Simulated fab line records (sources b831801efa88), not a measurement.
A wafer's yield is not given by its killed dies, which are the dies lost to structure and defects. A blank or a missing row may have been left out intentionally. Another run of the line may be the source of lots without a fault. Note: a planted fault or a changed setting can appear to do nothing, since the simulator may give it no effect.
Chamber matching / flow gf180mcu / cmp-02 running GF_V5_CMP_04: 4 sister chambers
The step polishes SiO2. 8 wafers are shown with their chamber, then 9 later ones without.

## WAFERS, EACH WITH ITS CHAMBER
wafer=L950.5; chamber=3; motor-current-A (A)=11.7
wafer=L956.5; chamber=1; motor-current-A (A)=12.1
wafer=L958.3; chamber=2; motor-current-A (A)=16.9
wafer=L959.3; chamber=3; motor-current-A (A)=12.2
wafer=L959.4; chamber=1; motor-current-A (A)=11.9
wafer=L961.2; chamber=0; motor-current-A (A)=13.3
wafer=L961.4; chamber=2; motor-current-A (A)=15.9
wafer=L961.6; chamber=0; motor-current-A (A)=12.4

## WAFERS WITH NO CHAMBER GIVEN
wafer=L962.3; motor-current-A (A)=12.6
wafer=L962.5; motor-current-A (A)=15.4
wafer=L962.6; motor-current-A (A)=12.3
wafer=L965.3; motor-current-A (A)=12.8
wafer=L965.4; motor-current-A (A)=12.4
wafer=L965.5; motor-current-A (A)=15.4
wafer=L966.2; motor-current-A (A)=12.5
wafer=L966.3; motor-current-A (A)=15.8
wafer=L966.5; motor-current-A (A)=16.0

## EACH ONE'S CHAMBER
wafer=L962.3; from the rows above=can't be placed: 0 or 1 or 3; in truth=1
wafer=L962.5; from the rows above=2; in truth=2
wafer=L962.6; from the rows above=can't be placed: 1 or 3 or 0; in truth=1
wafer=L965.3; from the rows above=can't be placed: 0 or 1 or 3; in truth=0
wafer=L965.4; from the rows above=can't be placed: 1 or 0 or 3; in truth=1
wafer=L965.5; from the rows above=2; in truth=2
wafer=L966.2; from the rows above=can't be placed: 0 or 1 or 3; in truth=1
wafer=L966.3; from the rows above=2; in truth=2
wafer=L966.5; from the rows above=2; in truth=2
Placed correctly: 4 of 9. Cannot be placed on the basis of these rows: 5; the candidates contain the true chamber in 5. Number placed wrongly: 0.
How it was worked out, from the rows above alone: a wafer's distance from a chamber is the root of the sum, over the readings, of the square of ((its reading less the chamber's mean) divided by the reading's scatter). If the next closest chamber is less than 2 further off than the closest, the wafer can't be placed; otherwise it belongs to the closest. A chamber's mean is the mean of its shown wafers. The scatter: take each reading less its chamber's mean, square it, sum over the shown wafers, divide by the number of wafers less the number of chambers, and take the root.
